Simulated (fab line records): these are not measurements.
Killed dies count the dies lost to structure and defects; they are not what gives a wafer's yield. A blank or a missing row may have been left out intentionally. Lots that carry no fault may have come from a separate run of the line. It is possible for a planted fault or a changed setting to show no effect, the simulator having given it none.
fab line records	flow gf180mcu	part 1 of 2: steps 1 to 29 of 42
record lots=5	wafers=15	last_day=32
route steps=602 shown V1@358 M2@362 V2@382
lots untouched by any fault: they come from a run of this same line in which no faults occurred
start_h: start of the lot's first displayed wafer, in hours after the record's first day	wait_h: how many hours have passed since the lot's step before this one	" the same as in the row above	L1.1+2: several wafers, shown together as one row	- no value, or no start given	* or withheld: withheld	< > ~ a bound
route shown NAME@n: a module of which the file shows steps, and the number in the route of the first	usual: mean/standard deviation taken from wafers without a fault	same: alike in all rows	chamber/n: place in a boat	sites: each site's reading	_std_site: standard deviation across them	_edge_site: inner sites' mean taken away from outer sites' mean	radius_mm: how far each site lies from the wafer's centre	mask NAME#n: copy n	behind: tool/chamber where the wafer was last shaped	hold: what put the lot on hold/how long, in hours/how the hold closed	device: whichever transistor did not switch (one of n, p or np)	end of line: tests run on the same wafers once the route is complete	a step given without rows: its recipe and nothing more	killed: not the wafer's yield, but the dies lost to structure and defects at the first sort	map: dies across one wafer; x = killed, . = not, _ = none there
set.NAME: the setting that was run; set.NAME@STEP: the one run at that earlier step	model.NAME: the simulator's own value behind a step, which no gauge read
lots at some steps of the route; a table a step, a row a wafer
services: a tool's chamber out of use, with start hour (start_h, from the record's first day; less than 0 if before it), hours out, and reason
## steps
# step GF_V1_CVD_23
# recipe material=W	target_thk_nm=350	time_s=105.05	temp_c=400	pressure_torr=40
# usual heater_power_w=821/57	susceptor_temp_C=400.01/0.21
lot.wafer	tool	chamber	start_h	wait_h	heater_power_w	susceptor_temp_C
L074.1	cvd_w-02	0	411.99	0.0	812	399.70
L074.2	"	1	"	"	741	400.23
L074.4	"	0	"	"	830	399.99
L079.2	cvd_w-01	0	456.65	0.1	777	400.22
L079.3	"	0	"	"	788	400.03
L079.6	"	0	"	"	796	400.23
L083.3	cvd_w-01	1	493.20	0.1	904	399.87
L083.4	"	0	"	"	798	399.93
L083.6	"	1	"	"	905	400.26
L088.4	cvd_w-01	1	537.00	0.1	910	400.12
L088.5	"	0	"	"	799	399.65
L088.6	"	1	"	"	923	400.05
L090.1	cvd_w-01	0	552.71	0.0	783	400.03
L090.4	"	1	"	"	899	400.11
L090.6	"	1	"	"	906	400.13
# step GF_V1_RS_MEAS_24
# recipe thk_meas_gauge=four-point-probe	reads=W_of_V1_CVD_23+TiN_of_V1_SPUTTER_22+Ti_of_V1_SPUTTER_21
# usual V1_W_RS=0.325/0.0045
lot.wafer	tool	chamber	start_h	wait_h	V1_W_RS[ohm/sq]
L074.1	film_metro-01	-	412.10	0.1	0.326
L074.2	"	-	"	"	0.315
L074.4	"	-	"	"	0.334
L079.2	film_metro-04	-	456.86	0.2	0.323
L079.3	"	-	"	"	0.326
L079.6	"	-	"	"	0.327
L083.3	film_metro-04	-	493.44	0.2	0.322
L083.4	"	-	"	"	0.319
L083.6	"	-	"	"	0.321
L088.4	film_metro-04	-	537.13	0.1	0.317
L088.5	"	-	"	"	0.325
L088.6	"	-	"	"	0.319
L090.1	film_metro-01	-	552.82	0.1	0.323
L090.4	"	-	"	"	0.319
L090.6	"	-	"	"	0.321
# step GF_V1_THK_MEAS_25
# recipe thk_meas_gauge=xrf	reads=W_of_V1_CVD_23
# usual V1_W_THK=354/5.4
lot.wafer	tool	chamber	start_h	wait_h	V1_W_THK[nm]
L074.1	film_metro-01	-	412.22	0.1	353
L074.2	"	-	"	"	366
L074.4	"	-	"	"	345
L079.2	film_metro-04	-	456.97	0.1	357
L079.3	"	-	"	"	354
L079.6	"	-	"	"	352
L083.3	film_metro-04	-	493.54	0.1	356
L083.4	"	-	"	"	363
L083.6	"	-	"	"	359
L088.4	film_metro-04	-	537.22	0.1	358
L088.5	"	-	"	"	352
L088.6	"	-	"	"	357
L090.1	film_metro-01	-	552.94	0.1	363
L090.4	"	-	"	"	364
L090.6	"	-	"	"	365
# step GF_V1_CMP_26
# recipe stop_on=SiO2	down_force_psi=3.5	platen_rpm=60	t_overpolish_s=15	target_thk_nm=0	pad_velocity_m_s=0.94248
# usual motor_current_A=11.5/1.5	overpolish_run_s=14.999/0.009	time_to_endpoint_s=83/5.1
lot.wafer	tool	chamber	start_h	wait_h	motor_current_A	overpolish_run_s	time_to_endpoint_s
L074.4	cmp-02	0	412.49	0.2	9.4	14.988	76
L074.2	"	1	"	"	13.6	14.995	86
L074.1	"	3	"	"	12.8	15.001	87
L079.2	cmp-01	1	457.09	0.1	11.0	15.009	80
L079.3	"	2	"	"	13.4	14.994	83
L079.6	"	0	"	"	10.3	14.996	85
L083.4	cmp-01	0	493.58	0.0	10.2	14.997	88
L083.3	"	1	"	"	11.5	15.006	81
L083.6	"	0	"	"	10.2	14.998	86
L088.4	cmp-02	3	537.40	0.2	12.1	14.991	93
L088.6	"	0	"	"	9.4	14.991	82
L088.5	"	1	"	"	14.5	14.998	84
L090.4	cmp-02	1	553.01	0.0	13.7	14.997	91
L090.1	"	3	"	"	12.6	15.000	95
L090.6	"	2	"	"	10.2	14.990	86
# step GF_M2_SPUTTER_00
# recipe material=Ti	target_thk_nm=37.5	arriving_ion_energy_ev=80	substrate_temp_c=200	chamber_pressure_pa=2	power_w=4000	time_s=150
# usual throttle_valve_pct=29.9/0.92
lot.wafer	tool	chamber	start_h	wait_h	throttle_valve_pct
L074.1	pvd_sputter-03	-	412.79	0.1	29.0
L074.2	"	-	"	"	29.6
L074.4	"	-	"	"	29.9
L079.2	pvd_sputter-02	-	457.34	0.2	30.3
L079.3	"	-	"	"	29.1
L079.6	"	-	"	"	29.2
L083.3	pvd_sputter-01	-	493.88	0.2	29.4
L083.4	"	-	"	"	31.1
L083.6	"	-	"	"	29.7
L088.4	pvd_sputter-01	-	537.55	0.1	29.4
L088.5	"	-	"	"	29.4
L088.6	"	-	"	"	29.3
L090.1	pvd_sputter-03	-	553.31	0.1	29.0
L090.4	"	-	"	"	29.9
L090.6	"	-	"	"	29.7
# step GF_M2_SPUTTER_01
# recipe material=TiN	target_thk_nm=30	power_w=6500	time_s=25	chamber_pressure_pa=0.4
# usual throttle_valve_pct=30.0/0.91
lot.wafer	tool	chamber	start_h	wait_h	throttle_valve_pct
L074.1	pvd_sputter-03	-	412.89	0.1	29.1
L074.2	"	-	"	"	29.7
L074.4	"	-	"	"	30.1
L079.2	pvd_sputter-02	-	457.44	0.1	30.3
L079.3	"	-	"	"	29.1
L079.6	"	-	"	"	29.4
L083.3	pvd_sputter-01	-	493.98	0.1	29.5
L083.4	"	-	"	"	30.9
L083.6	"	-	"	"	29.5
L088.4	pvd_sputter-01	-	537.65	0.1	29.5
L088.5	"	-	"	"	29.5
L088.6	"	-	"	"	29.4
L090.1	pvd_sputter-03	-	553.41	0.1	29.0
L090.4	"	-	"	"	29.9
L090.6	"	-	"	"	29.4
# step GF_M2_SPUTTER_02
# recipe material=AlCu	target_thk_nm=450	power_w=10600	time_s=23.9	chamber_pressure_pa=0.4
# usual throttle_valve_pct=30.0/0.9
lot.wafer	tool	chamber	start_h	wait_h	throttle_valve_pct
L074.1	pvd_sputter-03	-	412.92	0.0	29.1
L074.2	"	-	"	"	29.6
L074.4	"	-	"	"	30.0
L079.2	pvd_sputter-02	-	457.47	0.0	30.1
L079.3	"	-	"	"	29.3
L079.6	"	-	"	"	29.3
L083.3	pvd_sputter-01	-	494.01	0.0	29.4
L083.4	"	-	"	"	30.9
L083.6	"	-	"	"	29.9
L088.4	pvd_sputter-01	-	537.68	0.0	29.7
L088.5	"	-	"	"	29.6
L088.6	"	-	"	"	29.6
L090.1	pvd_sputter-03	-	553.44	0.0	29.1
L090.4	"	-	"	"	30.1
L090.6	"	-	"	"	29.5
# step GF_M2_SPUTTER_03
# recipe material=Ti	target_thk_nm=10	substrate_temp_c=300	chamber_pressure_pa=0.3	power_w=3000	time_s=6.7
# usual throttle_valve_pct=30.0/0.92
lot.wafer	tool	chamber	start_h	wait_h	throttle_valve_pct
L074.1	pvd_sputter-03	-	412.95	0.0	28.9
L074.2	"	-	"	"	29.9
L074.4	"	-	"	"	30.1
L079.2	pvd_sputter-02	-	457.50	0.0	30.4
L079.3	"	-	"	"	29.4
L079.6	"	-	"	"	29.4
L083.3	pvd_sputter-01	-	494.04	0.0	29.5
L083.4	"	-	"	"	30.9
L083.6	"	-	"	"	29.9
L088.4	pvd_sputter-01	-	537.71	0.0	29.5
L088.5	"	-	"	"	29.6
L088.6	"	-	"	"	29.6
L090.1	pvd_sputter-03	-	553.47	0.0	28.8
L090.4	"	-	"	"	30.0
L090.6	"	-	"	"	29.4
# step GF_M2_SPUTTER_04
# recipe material=TiN	target_thk_nm=50	power_w=6500	time_s=41.7	chamber_pressure_pa=0.4
# usual throttle_valve_pct=29.9/0.91
lot.wafer	tool	chamber	start_h	wait_h	throttle_valve_pct
L074.1	pvd_sputter-03	-	412.97	0.0	28.9
L074.2	"	-	"	"	29.3
L074.4	"	-	"	"	30.0
L079.2	pvd_sputter-02	-	457.52	0.0	30.3
L079.3	"	-	"	"	29.5
L079.6	"	-	"	"	29.3
L083.3	pvd_sputter-01	-	494.06	0.0	29.3
L083.4	"	-	"	"	31.0
L083.6	"	-	"	"	29.7
L088.4	pvd_sputter-01	-	537.73	0.0	29.5
L088.5	"	-	"	"	29.4
L088.6	"	-	"	"	29.4
L090.1	pvd_sputter-03	-	553.49	0.0	28.8
L090.4	"	-	"	"	30.1
L090.6	"	-	"	"	29.4
# step GF_M2_RS_MEAS_05
# recipe thk_meas_gauge=four-point-probe	reads=TiN_of_M2_SPUTTER_04+Ti_of_M2_SPUTTER_03+AlCu_of_M2_SPUTTER_02+TiN_of_M2_SPUTTER_01+Ti_of_M2_SPUTTER_00
# usual M2_ALCU_RS=0.0695/0.0009
lot.wafer	tool	chamber	start_h	wait_h	M2_ALCU_RS[ohm/sq]
L074.1	film_metro-03	-	413.01	0.0	0.0693
L074.2	"	-	"	"	0.0703
L074.4	"	-	"	"	0.0698
L079.2	film_metro-04	-	457.58	0.0	0.0687
L079.3	"	-	"	"	0.0701
L079.6	"	-	"	"	0.0698
L083.3	film_metro-04	-	494.14	0.1	0.0702
L083.4	"	-	"	"	0.0691
L083.6	"	-	"	"	0.0709
L088.4	film_metro-03	-	537.83	0.1	0.0686
L088.5	"	-	"	"	0.0689
L088.6	"	-	"	"	0.0692
L090.1	film_metro-02	-	553.53	0.0	0.0685
L090.4	"	-	"	"	0.0693
L090.6	"	-	"	"	0.0709
# step GF_M2_THK_MEAS_06
# recipe thk_meas_gauge=xrf	reads=AlCu_of_M2_SPUTTER_02
# usual M2_ALCU_THK=454/6
lot.wafer	tool	chamber	start_h	wait_h	M2_ALCU_THK[nm]
L074.1	film_metro-03	-	413.13	0.1	456
L074.2	"	-	"	"	450
L074.4	"	-	"	"	452
L079.2	film_metro-04	-	457.69	0.1	458
L079.3	"	-	"	"	449
L079.6	"	-	"	"	448
L083.3	film_metro-04	-	494.24	0.1	449
L083.4	"	-	"	"	454
L083.6	"	-	"	"	443
L088.4	film_metro-03	-	537.92	0.1	461
L088.5	"	-	"	"	455
L088.6	"	-	"	"	458
L090.1	film_metro-02	-	553.65	0.1	462
L090.4	"	-	"	"	457
L090.6	"	-	"	"	449
# step GF_M2_DEHYDRATE_07
# recipe temp_c=200	time_s=60
lot.wafer	tool	chamber	start_h	wait_h
L074.1+2+4	litho_track-03	0	423.89	10.8
L079.2+3+6	litho_track-02	0	469.52	11.8
L083.3+4+6	litho_track-04	0	505.59	11.3
L088.4+5+6	litho_track-03	0	548.92	11.0
L090.1+4+6	litho_track-02	0	563.50	9.8
# step GF_M2_HMDS_08
# recipe prime_time_s=60	prime_temp_c=120
# same prime_time_s=60
lot.wafer	tool	chamber	start_h	wait_h
L074.1+2+4	litho_track-03	0	424.04	0.1
L079.2+3+6	litho_track-02	0	469.67	0.1
L083.3+4+6	litho_track-04	0	505.74	0.1
L088.4+5+6	litho_track-03	0	549.07	0.1
L090.1+4+6	litho_track-02	0	563.65	0.1
# step GF_M2_COAT_09
# recipe resist=KrF	spin_rpm=withheld	resist_thk_nm=988.9
lot.wafer	tool	chamber	start_h	wait_h
L074.1+2+4	litho_track-03	0	424.19	0.1
L079.2+3+6	litho_track-02	0	469.82	0.1
L083.3+4+6	litho_track-04	0	505.89	0.1
L088.4+5+6	litho_track-03	0	549.22	0.1
L090.1+4+6	litho_track-02	0	563.80	0.1
# step GF_M2_SOFTBAKE_10
# recipe temp_c=130	time_s=60	resist=KrF
lot.wafer	tool	chamber	start_h	wait_h
L074.1+2+4	litho_track-03	0	424.34	0.1
L079.2+3+6	litho_track-02	0	469.97	0.1
L083.3+4+6	litho_track-04	0	506.04	0.1
L088.4+5+6	litho_track-03	0	549.37	0.1
L090.1+4+6	litho_track-02	0	563.95	0.1
# step GF_M2_EXPOSE_11
# recipe mask_id=Metal2	target_cd_nm=280	na=0.68	source_shape=conventional	sigma_outer=0.6	dose_mj=28
lot.wafer	tool	chamber	start_h	wait_h	mask
L074.1+2+4	krf_scanner-02	0	-	-	Metal2#0
L079.2+3+6	krf_scanner-01	0	-	-	Metal2#0
L083.3+4+6	krf_scanner-01	0	-	-	Metal2#0
L088.4+5+6	krf_scanner-02	0	-	-	Metal2#0
L090.1+4+6	krf_scanner-01	0	-	-	Metal2#0
# step GF_M2_PEB_12
# recipe peb_temp_c=135	peb_time_s=90	resist=KrF
lot.wafer	tool	chamber	start_h	wait_h
L074.1+2+4	litho_track-03	0	-	-
L079.2+3+6	litho_track-04	0	-	-
L083.3+4+6	litho_track-04	0	-	-
L088.4+5+6	litho_track-04	0	-	-
L090.1+4+6	litho_track-04	0	-	-
# step GF_M2_DEVELOP_13
# recipe develop_time_s=60	dev_temp_c=21
lot.wafer	tool	chamber	start_h	wait_h
L074.1+2+4	litho_track-03	0	436.09	0.2
L079.2+3+6	litho_track-04	0	481.77	0.2
L083.3+4+6	litho_track-04	0	517.94	0.1
L088.4+5+6	litho_track-04	0	560.26	0.1
L090.1+4+6	litho_track-04	0	575.04	0.2
# step GF_M2_CD_MEAS_14
# recipe target_cd_nm=280
# usual cd_nm=280.3/1.2
lot.wafer	tool	chamber	start_h	wait_h	cd_nm
L074.1	cd_sem-02	-	436.24	0.1	280.6
L074.2	"	-	"	"	279.4
L074.4	"	-	"	"	279.0
L079.2	cd_sem-01	-	481.91	0.1	279.1
L079.3	"	-	"	"	280.1
L079.6	"	-	"	"	279.1
L083.3	cd_sem-01	-	518.08	0.1	282.8
L083.4	"	-	"	"	281.6
L083.6	"	-	"	"	281.3
L088.4	cd_sem-02	-	560.40	0.1	282.5
L088.5	"	-	"	"	281.3
L088.6	"	-	"	"	281.5
L090.1	cd_sem-02	-	575.19	0.1	281.7
L090.4	"	-	"	"	281.4
L090.6	"	-	"	"	282.3
# step GF_M2_OVL_MEAS_15
# usual M2_OVL=0/6.9
lot.wafer	tool	chamber	start_h	wait_h	M2_OVL[nm]
L074.1	overlay-01	-	436.36	0.1	-1
L074.2	"	-	"	"	12
L074.4	"	-	"	"	3
L079.2	overlay-02	-	482.02	0.1	2
L079.3	"	-	"	"	5
L079.6	"	-	"	"	7
L083.3	overlay-02	-	518.17	0.1	-1
L083.4	"	-	"	"	7
L083.6	"	-	"	"	5
L088.4	overlay-01	-	560.48	0.1	-15
L088.5	"	-	"	"	-9
L088.6	"	-	"	"	-16
L090.1	overlay-01	-	575.31	0.1	6
L090.4	"	-	"	"	-3
L090.6	"	-	"	"	4
# step GF_M2_METAL_ETCH_16
# recipe chemistry=Cl2/BCl3	mask_material=KrF	target_depth_nm=750.8	stop_on=SiO2	pressure_mtorr=8	icp_w=800	bias_w=140	Cl2_flow_sccm=80	bcl3_flow_sccm=40	time_s=125.1
# usual drypump_motor_current_A=5.9/0.42	oes_product_au=0.980/0.009	throttle_valve_pct=28.241/0.012
lot.wafer	tool	chamber	start_h	wait_h	drypump_motor_current_A	oes_product_au	rf_hours_counter_h	throttle_valve_pct
L074.1	rie_metal-04	1	436.40	0.0	5.6	0.973	3	28.239
L074.2	"	0	"	"	5.5	0.969	7	28.257
L074.4	"	1	"	"	5.6	0.973	-	28.234
L079.2	rie_metal-03	0	482.05	0.0	5.9	0.992	11	28.240
L079.3	"	1	"	"	6.7	0.981	-	28.249
L079.6	"	0	"	"	5.9	0.995	-	28.227
L083.3	rie_metal-02	0	518.24	0.1	5.6	0.989	-	28.249
L083.4	"	1	"	"	5.9	0.980	-	28.240
L083.6	"	1	"	"	5.9	0.985	-	28.226
L088.4	rie_metal-04	1	560.54	0.1	5.6	0.971	-	28.246
L088.5	"	0	"	"	5.5	0.982	-	28.246
L088.6	"	1	"	"	5.6	0.973	-	28.241
L090.1	rie_metal-03	0	575.34	0.0	5.9	0.982	1	28.225
L090.4	"	0	"	"	5.9	0.993	-	28.225
L090.6	"	0	"	"	5.9	0.983	-	28.237
# step GF_M2_STRIP_17
# recipe chemistry=O2/N2	power_w=1400	pressure_mtorr=1500	platen_temp_c=250	o2_flow_sccm=3000	n2_flow_sccm=300	overash_fraction=0.5
# usual drypump_motor_current_A=5.7/0.53	heater_power_w=370/26	oes_product_au=0.537/0.0048	strip_time_to_endpoint_s=7.36/0.061
lot.wafer	tool	chamber	start_h	wait_h	drypump_motor_current_A	heater_power_w	oes_product_au	rf_hours_counter_h	strip_time_to_endpoint_s
L074.1	plasma_asher-01	1	436.53	0.1	5.7	352	0.540	77	7.32
L074.2	"	0	"	"	6.5	386	0.533	77	7.32
L074.4	"	1	"	"	5.7	344	0.537	-	7.37
L079.2	plasma_asher-01	0	482.18	0.1	6.5	377	0.539	82	7.20
L079.3	"	0	"	"	6.5	376	0.538	-	7.34
L079.6	"	0	"	"	6.5	383	0.526	-	7.18
L083.3	plasma_asher-03	0	518.36	0.1	4.7	422	0.530	-	7.42
L083.4	"	1	"	"	5.7	319	0.540	-	7.44
L083.6	"	1	"	"	5.7	316	0.533	-	7.36
L088.4	plasma_asher-03	0	560.66	0.1	4.7	423	0.534	-	7.44
L088.5	"	0	"	"	4.7	428	0.545	-	7.41
L088.6	"	1	"	"	5.7	323	0.545	-	7.42
L090.1	plasma_asher-01	0	575.47	0.1	6.5	374	0.533	91	7.30
L090.4	"	1	"	"	5.7	362	0.541	-	7.30
L090.6	"	1	"	"	5.7	354	0.529	-	7.27
# step GF_M2_STRIP_18
# recipe chemistry=post_etch_residue_remover	time_s=1200	temp_c=72.5
lot.wafer	tool	chamber	start_h	wait_h
L074.1+2+4	wet_bench-01	2	436.63	0.1
L079.2+3+6	wet_bench-01	1	482.28	0.1
L083.3+4+6	wet_bench-02	1	518.42	0.0
L088.4+5+6	wet_bench-01	1	560.72	0.0
L090.1+4+6	wet_bench-02	0	575.57	0.1
# step GF_M2_CLEAN_19
# recipe chemistry=DIW	dry=n2_spin
lot.wafer	tool	chamber	start_h	wait_h
L074.1+2+4	wet_bench-03	2	436.97	0.0
L079.2+3+6	wet_bench-02	3	482.62	0.0
L083.3+4+6	wet_bench-01	3	518.77	0.0
L088.4+5+6	wet_bench-03	0	561.10	0.0
L090.1+4+6	wet_bench-01	0	575.92	0.0
# step GF_V2_CVD_00
# recipe material=SiO2	target_thk_nm=600	sigma_open_frac=0.3	temp_c=400	time_s=100	sih4_flow_sccm=60	pressure_mtorr=6
# usual susceptor_temp_C=400.03/0.22
lot.wafer	tool	chamber	start_h	wait_h	susceptor_temp_C
L074.1	hdpcvd-02	1	437.06	0.0	399.92
L074.2	"	0	"	"	399.91
L074.4	"	1	"	"	399.75
L079.2	hdpcvd-02	0	482.71	0.0	400.11
L079.3	"	2	"	"	399.91
L079.6	"	0	"	"	400.06
L083.3	hdpcvd-01	2	518.87	0.0	400.17
L083.4	"	1	"	"	400.04
L083.6	"	0	"	"	400.09
L088.4	hdpcvd-02	2	561.22	0.0	399.92
L088.5	"	1	"	"	400.48
L088.6	"	0	"	"	399.61
L090.1	hdpcvd-01	2	576.01	0.0	400.56
L090.4	"	1	"	"	399.96
L090.6	"	0	"	"	400.20
# step GF_V2_THK_MEAS_01
# recipe reads=SiO2_of_V2_CVD_00
# usual V2_CVD_00_THK=602/9
lot.wafer	tool	chamber	start_h	wait_h	V2_CVD_00_THK[nm]
L074.1	film_metro-02	-	437.13	0.0	604
L074.2	"	-	"	"	590
L074.4	"	-	"	"	602
L079.2	film_metro-04	-	482.79	0.0	585
L079.3	"	-	"	"	619
L079.6	"	-	"	"	582
L083.3	film_metro-04	-	518.96	0.1	606
L083.4	"	-	"	"	601
L083.6	"	-	"	"	597
L088.4	film_metro-04	-	561.29	0.0	604
L088.5	"	-	"	"	588
L088.6	"	-	"	"	601
L090.1	film_metro-02	-	576.08	0.0	596
L090.4	"	-	"	"	604
L090.6	"	-	"	"	596
# step GF_V2_CVD_02
# recipe material=SiO2	target_thk_nm=850	precursor=TEOS	temp_c=400	time_s=94.851	rf_w=600
# usual heater_power_w=654/100	susceptor_temp_C=400.02/0.21
lot.wafer	tool	chamber	start_h	wait_h	heater_power_w	susceptor_temp_C
L074.1	pecvd-04	1	437.19	0.1	602	400.11
L074.2	"	0	"	"	525	400.34
L074.4	"	0	"	"	588	400.53
L079.2	pecvd-03	1	482.84	0.0	675	399.71
L079.3	"	0	"	"	464	400.45
L079.6	"	1	"	"	689	399.89
L083.3	pecvd-03	2	519.00	0.0	800	399.90
L083.4	"	2	"	"	823	399.99
L083.6	"	1	"	"	683	400.02
L088.4	pecvd-03	0	561.36	0.1	448	399.74
L088.5	"	2	"	"	788	400.09
L088.6	"	1	"	"	577	400.02
L090.1	pecvd-04	0	576.14	0.1	641	400.55
L090.4	"	2	"	"	603	400.18
L090.6	"	1	"	"	689	400.22
# step GF_V2_THK_MEAS_03
# recipe reads=SiO2_of_V2_CVD_02
# usual V2_CVD_02_THK=850/14
lot.wafer	tool	chamber	start_h	wait_h	V2_CVD_02_THK[nm]
L074.1	film_metro-04	-	437.26	0.0	867
L074.2	"	-	"	"	834
L074.4	"	-	"	"	849
L079.2	film_metro-02	-	482.92	0.0	835
L079.3	"	-	"	"	841
L079.6	"	-	"	"	869
L083.3	film_metro-02	-	519.09	0.1	825
L083.4	"	-	"	"	827
L083.6	"	-	"	"	853
L088.4	film_metro-01	-	561.42	0.0	843
L088.5	"	-	"	"	845
L088.6	"	-	"	"	854
L090.1	film_metro-04	-	576.21	0.0	838
L090.4	"	-	"	"	868
L090.6	"	-	"	"	868
# step GF_V2_CMP_04
# recipe material=SiO2	down_force_psi=4	platen_rpm=60	pad_velocity_m_s=0.94248
# usual motor_current_A=12.5/1.6	time_to_endpoint_s=78/6.4
lot.wafer	tool	chamber	start_h	wait_h	motor_current_A	time_to_endpoint_s
L074.2	cmp-01	1	437.44	0.2	12.8	72
L074.1	"	3	"	"	11.1	86
L074.4	"	0	"	"	11.2	82
L079.3	cmp-02	3	482.97	0.0	13.6	78
L079.2	"	2	"	"	11.6	68
L079.6	"	3	"	"	13.4	90
L083.4	cmp-02	3	519.13	0.0	13.9	75
L083.3	"	2	"	"	11.8	64
L083.6	"	0	"	"	10.9	78
L088.4	cmp-02	2	561.60	0.2	11.5	75
L088.6	"	3	"	"	13.2	90
L088.5	"	0	"	"	10.5	80
L090.1	cmp-01	1	576.27	0.1	12.7	71
L090.4	"	0	"	"	11.4	86
L090.6	"	1	"	"	12.5	82
